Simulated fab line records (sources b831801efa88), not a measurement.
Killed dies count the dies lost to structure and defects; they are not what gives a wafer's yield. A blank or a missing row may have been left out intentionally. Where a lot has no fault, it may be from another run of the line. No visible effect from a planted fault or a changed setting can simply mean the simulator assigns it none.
fab line records	flow sky130
record lots=12	wafers=35	lastDay=50
route steps=708 shown METAL3@534 VIA4@650 METAL5@676 PAD_OPEN@708
lots that met no fault: taken from a fault-free run of the same line
startH: the number of hours between the record's first day and the start of the first shown wafer of the lot	waitH: how many hours have passed since the lot's step before this one	" unchanged from the row above	L1.1+2: a row that stands for several wafers	- no value, or no start given	* or withheld: withheld	< > ~ a bound
route shown NAME@n: NAME is a module with steps in the file, n the number in the route of the first one	usual: mean/standard deviation of fault-free wafers	same: alike in all rows	chamber/n: place in a boat	sites: each site's reading	_std_site: how widely they spread, as a standard deviation	_edge_site: the outer-site mean with the inner-site mean subtracted	radiusMm: for every site, how far away it sits from the centre of the wafer	mask NAME#n: copy n	behind: tool/chamber where the wafer was last shaped	hold: why the lot went on hold/how many hours it stayed there/how the hold came to an end	device: whichever transistor did not switch (one of n, p or np)	end of line: the route-end tests of the same wafers	a step given without rows: its recipe and nothing more	killed: not the wafer's yield, but the dies lost to structure and defects at the first sort	map: a wafer's dies, x killed, . not, _ none there
set.NAME: the setting that was run; set.NAME@STEP: the one run at that earlier step	model.NAME: the simulator's own value behind a step, which no gauge read
a sample of lots followed through the steps of the route, with each step as a table and each wafer as a row
services: when a tool's chamber went out of use (startH, in hours from the record's first day, below 0 if earlier), for how many hours, and the reason
## steps
# step SKY_METAL3_SPUTTER_02
# recipe material=AlCu	targetThkNm=735	powerW=10600	timeS=39.1	chamberPressurePa=0.4
# usual cathodeDcPowerW=10600/2	throttleValvePct=29.7/1
# same timeS=39.1
lot.wafer	tool	chamber	startH	waitH	cathodeDcPowerW	throttleValvePct
L199.2	pvdSputter-01	-	849.08	0.0	10602	29.7
L199.5	"	-	"	"	10602	29.9
L199.6	"	-	"	"	10602	29.6
L202.2	pvdSputter-01	-	874.90	0.0	10598	30.0
L202.3	"	-	"	"	10603	29.8
L202.4	"	-	"	"	10600	30.0
L203.2	pvdSputter-02	-	879.11	0.0	10600	27.5
L203.4	"	-	"	"	10601	30.4
L203.6	"	-	"	"	10598	28.3
L205.1	pvdSputter-01	-	898.50	0.0	10598	28.1
L205.2	"	-	"	"	10596	29.7
L205.4	"	-	"	"	10601	29.9
L206.1	pvdSputter-02	-	903.79	0.0	10604	30.4
L206.2	"	-	"	"	10600	27.8
L206.5	"	-	"	"	10599	30.4
L207.5	pvdSputter-01	-	908.58	0.0	10600	30.0
L207.6	"	-	"	"	10596	28.4
L209.4	pvdSputter-01	-	924.35	0.0	10599	28.0
L209.5	"	-	"	"	10600	30.3
L209.6	"	-	"	"	10598	30.0
L213.1	pvdSputter-02	-	961.78	0.0	10601	30.3
L213.3	"	-	"	"	10600	30.2
L213.4	"	-	"	"	10601	28.0
L219.1	pvdSputter-03	-	998.47	0.0	10598	30.0
L219.5	"	-	"	"	10599	30.4
L219.6	"	-	"	"	10604	30.4
L220.1	pvdSputter-01	-	1001.24	0.0	10600	28.2
L220.4	"	-	"	"	10598	29.8
L220.5	"	-	"	"	10602	28.2
L221.1	pvdSputter-02	-	1007.39	0.0	10601	30.4
L221.2	"	-	"	"	10601	30.4
L221.5	"	-	"	"	10601	30.3
L222.3	pvdSputter-01	-	1011.67	0.0	10603	29.8
L222.5	"	-	"	"	10600	30.1
L222.6	"	-	"	"	10600	29.7
# step SKY_VIA4_OVL_MEAS_11
# usual VIA4_OVL=-0.7/1.2
lot.wafer	tool	chamber	startH	waitH	VIA4_OVL[nm]
L199.2	overlay-02	-	1003.93	0.1	-3.3
L199.5	"	-	"	"	1.7
L199.6	"	-	"	"	-0.6
L202.2	overlay-02	-	1028.41	0.1	-1.4
L202.3	"	-	"	"	0.2
L202.4	"	-	"	"	-0.5
L203.2	overlay-02	-	1031.28	0.1	-0.6
L203.4	"	-	"	"	-0.3
L203.6	"	-	"	"	-1.4
L205.1	overlay-02	-	1047.44	0.1	-1.7
L205.2	"	-	"	"	0.7
L205.4	"	-	"	"	0.0
L206.1	overlay-01	-	1053.11	0.1	-2.0
L206.2	"	-	"	"	-1.0
L206.5	"	-	"	"	-1.8
L207.5	overlay-02	-	1055.72	0.0	2.3
L207.6	"	-	"	"	0.4
L209.4	overlay-02	-	1070.81	0.1	-0.5
L209.5	"	-	"	"	-0.7
L209.6	"	-	"	"	-3.0
L213.1	overlay-02	-	1102.90	0.1	-1.5
L213.3	"	-	"	"	-3.9
L213.4	"	-	"	"	-2.2
L219.1	overlay-02	-	1132.96	0.1	-1.2
L219.5	"	-	"	"	-1.2
L219.6	"	-	"	"	-0.1
L220.1	overlay-02	-	1135.60	0.1	-2.8
L220.4	"	-	"	"	-1.8
L220.5	"	-	"	"	0.0
L221.1	overlay-02	-	1140.27	0.1	-1.4
L221.2	"	-	"	"	-0.1
L221.5	"	-	"	"	1.3
L222.3	overlay-01	-	1144.11	0.1	-1.8
L222.5	"	-	"	"	-1.3
L222.6	"	-	"	"	-2.0
# step SKY_VIA4_CVD_18
# recipe material=W	targetThkNm=505	timeS=152.14	tempC=400	pressureTorr=40
# usual heaterPowerW=883/60
# same timeS=152.14
lot.wafer	tool	chamber	startH	waitH	heaterPowerW	sinceWetCleanH
L199.2	cvdW-02	0	1004.71	0.0	919	87
L199.5	"	1	"	"	832	-
L199.6	"	0	"	"	901	-
L202.2	cvdW-01	0	1029.20	0.0	800	625
L202.3	"	0	"	"	832	-
L202.4	"	1	"	"	944	-
L203.2	cvdW-02	0	1032.04	0.0	855	114
L203.4	"	0	"	"	911	-
L203.6	"	1	"	"	836	-
L205.1	cvdW-01	1	1048.21	0.0	995	644
L205.2	"	0	"	"	830	644
L205.4	"	0	"	"	838	-
L206.1	cvdW-02	0	1053.87	0.0	906	136
L206.2	"	1	"	"	838	136
L206.5	"	1	"	"	832	-
L207.5	cvdW-02	1	1056.56	0.1	831	-
L207.6	"	0	"	"	921	-
L209.4	cvdW-02	1	1071.95	0.1	822	-
L209.5	"	1	"	"	832	-
L209.6	"	0	"	"	907	-
L213.1	cvdW-01	1	1103.69	0.0	960	700
L213.3	"	1	"	"	973	-
L213.4	"	0	"	"	830	-
L219.1	cvdW-02	1	1133.87	0.0	842	216
L219.5	"	1	"	"	841	-
L219.6	"	0	"	"	900	-
L220.1	cvdW-02	1	1136.36	0.0	860	218
L220.4	"	1	"	"	830	-
L220.5	"	0	"	"	918	-
L221.1	cvdW-02	0	1141.07	0.0	889	223
L221.2	"	1	"	"	842	223
L221.5	"	0	"	"	912	-
L222.3	cvdW-01	1	1144.91	0.1	980	-
L222.5	"	0	"	"	854	-
L222.6	"	1	"	"	969	-
# step SKY_METAL5_METAL_ETCH_15
# recipe targetDepthA=12600	stopOn=SiO2	overEtchFrac=0.2	timeS=252	chemistry=Cl2/BCl3	resistSidewallDeg=86	pressureMtorr=10	icpW=900	biasW=48.5	Cl2_flow_sccm=60	bcl3FlowSccm=30
# usual bcl3FlowSccm=30.00/0.086	drypumpMotorCurrentA=5.6/0.36	oesProductAu=0.894/0.0049	rfFwdPowerW=897.8/2.6	throttleValvePct=22.264/0.0093
# same timeS=252
lot.wafer	tool	chamber	startH	waitH	bcl3FlowSccm	drypumpMotorCurrentA	oesProductAu	rfFwdPowerW	rfHoursCounterH	throttleValvePct
L199.2	rieMetal-04	1	1028.74	0.1	29.98	5.3	0.887	896.9	-	22.234
L199.5	"	1	"	"	29.79	5.3	0.887	900.2	-	22.258
L199.6	"	1	"	"	29.96	5.3	0.882	897.1	-	22.276
L202.2	rieMetal-04	1	1052.14	0.0	30.01	5.3	0.891	897.0	23	22.258
L202.3	"	0	"	"	29.96	6.5	0.896	894.7	-	22.268
L202.4	"	1	"	"	30.00	5.3	0.887	896.1	-	22.270
L203.2	rieMetal-02	0	1054.78	0.0	30.10	5.8	0.893	900.9	2	22.277
L203.4	"	1	"	"	29.99	5.7	0.888	898.8	-	22.266
L203.6	"	0	"	"	30.00	5.7	0.892	896.6	-	22.270
L205.1	rieMetal-04	0	1070.59	0.0	30.07	6.5	0.898	898.7	6	22.273
L205.2	"	1	"	"	30.04	5.3	0.895	898.2	24	22.267
L205.4	"	0	"	"	30.30	6.5	0.896	893.7	-	22.262
L206.1	rieMetal-03	0	1076.09	0.0	29.94	5.5	0.898	896.6	11	22.279
L206.2	"	1	"	"	29.89	5.3	0.899	896.9	2	22.259
L206.5	"	0	"	"	29.95	5.5	0.886	893.4	-	22.274
L207.5	rieMetal-02	0	1078.80	0.2	30.06	5.8	0.897	897.2	-	22.271
L207.6	"	1	"	"	30.01	5.7	0.899	901.9	-	22.265
L209.4	rieMetal-03	0	1093.96	0.3	30.15	5.5	0.904	898.1	-	22.273
L209.5	"	0	"	"	30.12	5.5	0.891	896.4	-	22.265
L209.6	"	0	"	"	29.97	5.5	0.892	895.8	-	22.279
L213.1	rieMetal-03	1	1123.89	0.0	30.14	5.3	0.896	900.6	4	22.284
L213.3	"	0	"	"	30.01	5.5	0.891	900.7	-	22.264
L213.4	"	1	"	"	30.08	5.3	0.893	899.8	-	22.269
L219.1	rieMetal-04	0	1152.74	0.0	29.97	6.5	0.893	894.0	13	22.260
L219.5	"	0	"	"	30.04	6.5	0.895	897.4	-	22.287
L219.6	"	1	"	"	30.03	5.3	0.891	897.1	-	22.265
L220.1	rieMetal-02	1	1155.21	0.1	30.01	5.7	0.895	897.2	1	22.279
L220.4	"	1	"	"	29.97	5.7	0.892	894.9	-	22.261
L220.5	"	1	"	"	30.04	5.7	0.898	899.7	-	22.263
L221.1	rieMetal-02	1	1159.68	0.1	29.97	5.7	0.900	895.6	2	22.275
L221.2	"	1	"	"	30.16	5.7	0.899	894.5	-	22.282
L221.5	"	1	"	"	29.97	5.7	0.896	898.1	-	22.247
L222.3	rieMetal-03	1	1163.22	0.1	29.98	5.3	0.894	901.8	-	22.267
L222.5	"	1	"	"	29.94	5.3	0.895	901.7	-	22.264
L222.6	"	0	"	"	30.00	5.5	0.897	893.6	-	22.260
# step SKY_PAD_OPEN_PROBE_99
# usual defectLimitedYield=82.5/1.9	killed_at_M0_to_M3=43/7.6	killed_at_M4_up=2.9/1.7	killedAtContacts=24/5.5	killedAtFrontEnd=15/4.2	killedAtOther=0.3/0.52	killedDies=86/9.4	killedOpen=47/7	killedShort=39/6.4	sort_bin_3_pad_short=0.9/0.4	sort_bin_5_function=10.3/1.6	sort_bin_6_memory=6.2/1.1	sortNPass=406/9.4	sortYieldPct=82.5/1.9
# same grossDies=492	killedAtBackSide=0	sort_bin_4_leakage[%]=0	sort_bin_8_speed[%]=0
lot.wafer	tool	chamber	startH	waitH	defectLimitedYield[%]	killed_at_M0_to_M3	killed_at_M4_up	killedAtContacts	killedAtFrontEnd	killedAtOther	killedDies	killedOpen	killedShort	sort_bin_3_pad_short[%]	sort_bin_5_function[%]	sort_bin_6_memory[%]	sortNPass	sortYieldPct[%]
L207.5	prober-02	-	1122.68	0.2	74.4	71	2	35	16	2	126	50	43	3.3	15.0	7.3	366	74.4
L207.6	prober-02	-	1122.73	0.2	72.6	95	2	26	12	0	135	33	42	5.1	16.7	5.7	357	72.6
L209.4	prober-02	-	1137.35	0.2	69.3	106	3	27	15	0	151	48	40	5.3	18.3	7.1	341	69.3
L209.5	prober-02	-	1137.40	0.2	77.6	69	4	20	17	0	110	42	39	2.4	14.8	5.1	382	77.6
L209.6	prober-02	-	1137.45	0.2	76.2	78	3	24	11	1	117	47	39	2.6	13.8	7.3	375	76.2
L213.1	prober-02	-	1163.65	0.1	82.9	51	5	18	10	0	84	46	38	0.8	11.0	5.3	408	82.9
L213.3	prober-02	-	1163.75	0.2	79.3	61	6	25	10	0	102	52	50	0.6	14.6	5.5	390	79.3
L213.4	prober-02	-	1163.80	0.2	81.7	53	4	21	11	1	90	47	43	1.4	11.8	5.1	402	81.7
# killed by level:class
L207.5 METAL3:unspecified=32 CONTACT:geometricParticle:open=14 VIA2:geometricParticle:open=8 LI_CONTACT:geometricParticle:open=7 LOCAL_INTERCONNECT:geometricParticle:short=6 CONTACT:geometricParticle:short=6 METAL1:geometricParticle:short=6 VIA1:geometricParticle:short=6
L207.6 METAL3:unspecified=59 CONTACT:geometricParticle:open=8 LI_CONTACT:geometricParticle:open=7 VIA1:geometricParticle:short=7 LI_CONTACT:geometricParticle:short=6 METAL2:geometricParticle:short=6 VIA1:geometricParticle:open=4 VIA2:geometricParticle:short=4
L209.4 METAL3:unspecified=62 VIA1:geometricParticle:open=13 CONTACT:geometricParticle:open=9 METAL1:geometricParticle:short=8 LOCAL_INTERCONNECT:geometricParticle:short=7 VIA2:geometricParticle:open=7 FIELD_ISO:geometricParticle:short=4 FIELD_ISO:geometricParticle:open=4
L209.5 METAL3:unspecified=28 VIA1:geometricParticle:open=10 METAL2:geometricParticle:short=10 CONTACT:geometricParticle:open=8 LI_CONTACT:geometricParticle:open=7 FIELD_ISO:geometricParticle:short=5 VIA1:geometricParticle:short=5 VIA2:geometricParticle:open=4
L209.6 METAL3:unspecified=27 VIA1:geometricParticle:open=16 CONTACT:geometricParticle:open=8 VIA3:geometricParticle:open=8 VIA1:geometricParticle:short=8 LI_CONTACT:geometricParticle:open=6 METAL2:geometricParticle:short=6 FIELD_ISO:geometricParticle:open=4
L213.1 VIA1:geometricParticle:open=10 CONTACT:geometricParticle:open=8 VIA2:geometricParticle:open=7 METAL2:geometricParticle:short=6 VIA3:geometricParticle:open=6 VIA2:geometricParticle:short=5 METAL1:geometricParticle:short=5 VIA1:geometricParticle:short=5
L213.3 VIA1:geometricParticle:short=9 VIA2:geometricParticle:open=9 LI_CONTACT:geometricParticle:open=8 CONTACT:geometricParticle:open=8 VIA1:geometricParticle:open=8 CONTACT:geometricParticle:short=7 METAL1:geometricParticle:short=7 VIA3:geometricParticle:open=7
L213.4 VIA2:geometricParticle:open=11 VIA3:geometricParticle:open=7 VIA1:geometricParticle:open=7 METAL2:geometricParticle:short=6 LI_CONTACT:geometricParticle:open=6 CONTACT:geometricParticle:open=6 VIA2:geometricParticle:short=5 VIA3:geometricParticle:short=5
## services
tool	chamber	startH	hours	kind
rieMetal-04	-	833.85	0.3	repair
cvdW-01	0	841.80	6.0	repair
cvdW-02	0	846.11	1.4	repair
cvdW-01	-	870.70	1.6	repair
rieMetal-03	-	888.85	2.8	pm
cvdW-02	-	904.00	14.0	pm
rieMetal-02	1	909.40	12.3	repair
rieMetal-02	-	935.83	11.6	repair
pvdSputter-01	-	938.20	8.3	repair
pvdSputter-02	-	948.84	3.7	repair
pvdSputter-02	-	977.74	13.3	repair
pvdSputter-02	-	984.20	0.8	repair
pvdSputter-01	-	989.62	0.8	repair
rieMetal-03	0	1005.55	13.9	repair
pvdSputter-02	-	1009.75	8.4	repair
rieMetal-03	-	1010.30	1.4	pm
rieMetal-04	0	1027.82	21.8	repair
cvdW-02	-	1042.84	2.8	pm
pvdSputter-01	-	1050.25	10.0	repair
cvdW-01	-	1056.94	6.9	pm
cvdW-01	1	1083.37	14.6	repair
rieMetal-03	1	1090.33	21.4	repair
rieMetal-03	0	1099.41	4.6	repair
pvdSputter-01	-	1136.44	14.5	repair
## key
firstSign step=SKY_PAD_OPEN_PROBE_99	reading=sort_bin_3_pad_short	direction=up	sigmas=7	usual=0.9	struck=3.7
effect step=SKY_PAD_OPEN_PROBE_99	reading=killed_at_M0_to_M3	direction=up	sigmas=5.3	usual=43	struck=84
metAt SKY_METAL3_SPUTTER_02
struckLots L207,L209
notActingAt SKY_VIA4_OVL_MEAS_11,SKY_VIA4_CVD_18,SKY_METAL5_METAL_ETCH_15
onsetBetween 898.50 908.58
fault kind=chamberParticleSource	tool=pvdSputter-01	chamber=-	onsetH=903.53	steps=SKY_METAL3_SPUTTER_02	ratePerVisitCm2=1.2432	endH=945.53
